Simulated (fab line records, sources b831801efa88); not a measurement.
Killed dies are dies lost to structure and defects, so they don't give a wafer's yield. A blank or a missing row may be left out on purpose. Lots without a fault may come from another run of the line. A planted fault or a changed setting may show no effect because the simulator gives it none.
Problem report in the 8D (eight disciplines) form, filled by code | flow sky130 | the parts of the form that need people (team, actions taken, sign-off) are left out

1. THE PROBLEM
LDD_P_TW at SKY_LDD_P_TW_MEAS_11 reads a mean of 598 on 2 wafers of 2 lots; wafers without a fault read 636 with a standard deviation of 4.5. That is -8.4 standard deviations from the usual mean.
First seen on wafer L505.2, day 23 14:56, on film_metro-01. The record holds 40 wafers of 14 lots with a number at this step. Rule for "out", or "out of limits": more than 4 standard deviations from the usual mean. The other wafers with a number count as sound.

2. WHAT IT IS AND WHAT IT IS NOT
question                    | is                | is not
which readings at this step | LDD_P_TW          | -
which lots                  | L505, L506        | L493, L494, L495, L496, L497, L498, L499, L504, L511, L514, L515, L516
which wafers of those lots  | L505.2, L506.2    | L505.3, L506.1
read on which gauges        | film_metro-01     | film_metro-03, film_metro-04
when                        | from day 23 14:56 | up to then (25 sound wafers); but 13 sound wafers of L506, L511, L514, L515, L516 came after

3. SUSPECTS, AND WHAT RULES EACH OUT
Counting: a tool at a process step up to the reading stays a suspect if it ran every lot that is out. Sound lots after the first of them don't rule it out here, since some wafers of a struck lot are sound.
- the gauge at SKY_LDD_P_TW_MEAS_11: kept. All the wafers that are out were read on film_metro-01, and no step on other tools shows them out.
- implanter-02 at SKY_LDD_P_IMPLANT_09: kept. It ran every lot that is out, first L505 (day 23 14:41); its last sound lot up to then is L499 (day 21 03:13).
Left after counting: implanter-02 at SKY_LDD_P_IMPLANT_09, film_metro-01 at SKY_LDD_P_TW_MEAS_11.

4. THE CAUSE (what the simulator had put in)
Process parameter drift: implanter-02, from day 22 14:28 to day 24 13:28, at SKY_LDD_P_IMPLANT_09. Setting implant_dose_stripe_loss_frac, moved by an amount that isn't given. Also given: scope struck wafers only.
Counting left 2 suspects, and this tool is among them.

5. THE CHAIN OF EFFECTS, in route order
Each row: a reading whose mean over the struck wafers that have a number lies more than 3 standard deviations from the usual. Only readings for which the record gives a usual standard deviation are gone through. hours: the time from each lot's start at the first step in this table that gives one to its start at this step, as a median over the lots. sigmas: the change in usual standard deviations.
hours | step                 | reading  | usual | on struck wafers | change | sigmas
0     | SKY_LDD_P_TW_MEAS_11 | LDD_P_TW | 636   | 598              | -38    | -8.4
Later measuring or inspecting steps at which every struck wafer that the step has a row for has a number for every such reading, and none has moved that far: SKY_LDD_LDN_OVL_MEAS_07.

6. WHAT WOULD HAVE CAUGHT IT SOONER
In this record the first reading out of limits at a measuring or inspecting step was taken at day 23 14:56, 24 hours after the fault began at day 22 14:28.
Of the tool readings at SKY_LDD_P_IMPLANT_09 for which the record gives a usual standard deviation, none was out on any struck wafer, so an alarm limit of 4 standard deviations on them would not have fired.
Of the lots that are out (2), L506 began SKY_LDD_P_IMPLANT_09 on implanter-02 after day 23 14:56. A hold on the tool at that time would have spared it.
